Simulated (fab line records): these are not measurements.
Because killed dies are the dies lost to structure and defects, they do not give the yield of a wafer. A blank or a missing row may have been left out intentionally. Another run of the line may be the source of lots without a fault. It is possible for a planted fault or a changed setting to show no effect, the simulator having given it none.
2 desks, one fault / flow gf180mcu / only its own numbers are on each desk; what lay behind them is given at the end

## FROM THE METROLOGY DESK
Means of the sampled wafers that have a number, per lot and without regard to the tool the lot ran on: this is what the gauges read. Any lot whose mean is over 4 standard deviations away from the usual mean is out of limits and marked OUT; that distance is given in the brackets.
Columns: A = cd-nm at GF_M2_CD_MEAS_14, usual 279.8 nm
lot=L493; first seen here=day 19 07:50; A=279.8
lot=L494; first seen here=day 19 21:11; A=281.6
lot=L496; first seen here=day 20 14:15; A=278.3
lot=L497; first seen here=day 20 21:29; A=278.9
lot=L500; first seen here=day 22 09:12; A=279.5
lot=L501; first seen here=day 22 14:37; A=281.1
lot=L502; first seen here=day 22 23:48; A=280.2
lot=L505; first seen here=day 23 16:55; A=280.1
lot=L506; first seen here=day 24 02:01; A=277.1
lot=L510; first seen here=day 25 08:22; A=278.0
lot=L513; first seen here=day 26 08:31; A=281.4
lot=L514; first seen here=day 27 00:12; A=281.0
lot=L516; first seen here=day 27 07:17; A=278.1
This desk's finding: nothing out of limits on any of the 13 lots.

## TOOL OWNER'S DESK, litho-track-02
The tool's own readings at GF_V3_PEB_12 (peb time 90 s): means of the sampled wafers that have a number, for each lot that ran on this tool. Any lot whose mean is over 4 standard deviations away from the usual mean is out of limits and marked OUT; that distance is given in the brackets.
Columns: A = heater-power-total-W at GF_V3_PEB_12, usual 85.70 W; B = plate-temp-C at GF_V3_PEB_12, usual 134.98 C
lot=L494; first seen here=day 23 01:07; A=85.72; B=135.08
lot=L496; first seen here=day 23 16:32; A=85.73; B=134.99
lot=L501; first seen here=day 25 12:43; A=85.68; B=134.96
lot=L502; first seen here=day 25 21:02; A=85.81; B=135.10
lot=L505; first seen here=day 26 14:46; A=86.70 (+12) OUT; B=135.14
lot=L510; first seen here=day 28 02:26; A=86.37 (+8.2) OUT; B=134.88
This desk finds L505, L510 out of limits, L505 being first, at day 26 14:46 (heater-power-total-W at GF_V3_PEB_12). L494, L496, L501, L502: within limits.

## TAKEN TOGETHER
The tool owner's desk could have raised an alarm at day 26 14:46, on L505, L510.
The metrology desk saw nothing out of limits.
The metrology desk holds a record of L505, L510, inside its limits.
Of the lots named, all ran GF_V3_PEB_12 on litho-track-02.

## WHAT HAD BEEN PUT IN BY THE SIMULATOR
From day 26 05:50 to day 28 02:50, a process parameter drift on litho-track-02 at GF_V3_PEB_12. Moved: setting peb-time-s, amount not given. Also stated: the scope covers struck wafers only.
Struck lots among those shown: L505, L510.
How many hours passed from the start of the fault until each desk's first out-of-limits reading: the tool owner's desk, 9.
